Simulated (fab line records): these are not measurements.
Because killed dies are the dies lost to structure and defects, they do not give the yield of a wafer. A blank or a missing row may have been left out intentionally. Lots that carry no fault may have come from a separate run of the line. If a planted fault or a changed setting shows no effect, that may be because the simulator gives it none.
Chamber matching ; flow sky130 ; hdpcvd-01 running SKY_CONTACT_HDPCVD_02: 3 sister chambers
The step deposits SiO2, target thk 565 nm, time 94.2 s. 6 wafers are shown with their chamber, then 9 later ones without.

== WAFERS WITH THEIR CHAMBER ==
wafer;chamber;sih4FlowSccm (sccm)
L333.5;2;59.98
L334.3;0;59.91
L334.6;0;60.07
L337.2;1;59.89
L337.3;2;60.23
L337.6;1;59.84

== WAFERS WITHOUT THEIR CHAMBER ==
wafer;sih4FlowSccm (sccm)
L339.1;59.93
L339.4;60.22
L339.6;59.78
L347.1;60.07
L347.5;59.61
L347.6;60.23
L349.1;60.02
L349.4;59.66
L349.6;60.01

== WHICH CHAMBER EACH WENT THROUGH ==
wafer;from the rows above;in truth
L339.1;can't be placed: 0 or 1 or 2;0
L339.4;can't be placed: 2 or 0 or 1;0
L339.6;can't be placed: 1 or 0 or 2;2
L347.1;can't be placed: 2 or 0 or 1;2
L347.5;can't be placed: 1 or 0 or 2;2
L347.6;can't be placed: 2 or 0 or 1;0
L349.1;can't be placed: 0 or 2 or 1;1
L349.4;can't be placed: 1 or 0 or 2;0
L349.6;can't be placed: 0 or 2 or 1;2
0 of 9 placed correctly. Cannot be placed on the basis of these rows: 9; the candidates contain the true chamber in 9. Wrongly placed: 0.
How it was worked out, from the rows above alone: a wafer's distance from a chamber is the root of the sum, over the readings, of the square of ((its reading less the chamber's mean) divided by the reading's scatter). The wafer belongs to the nearest chamber; if the next one is less than 2 further off, it can't be placed. The mean given for a chamber averages the wafers shown for that chamber. The scatter: take each reading less its chamber's mean, square it, sum over the shown wafers, divide by the number of wafers less the number of chambers, and take the root.
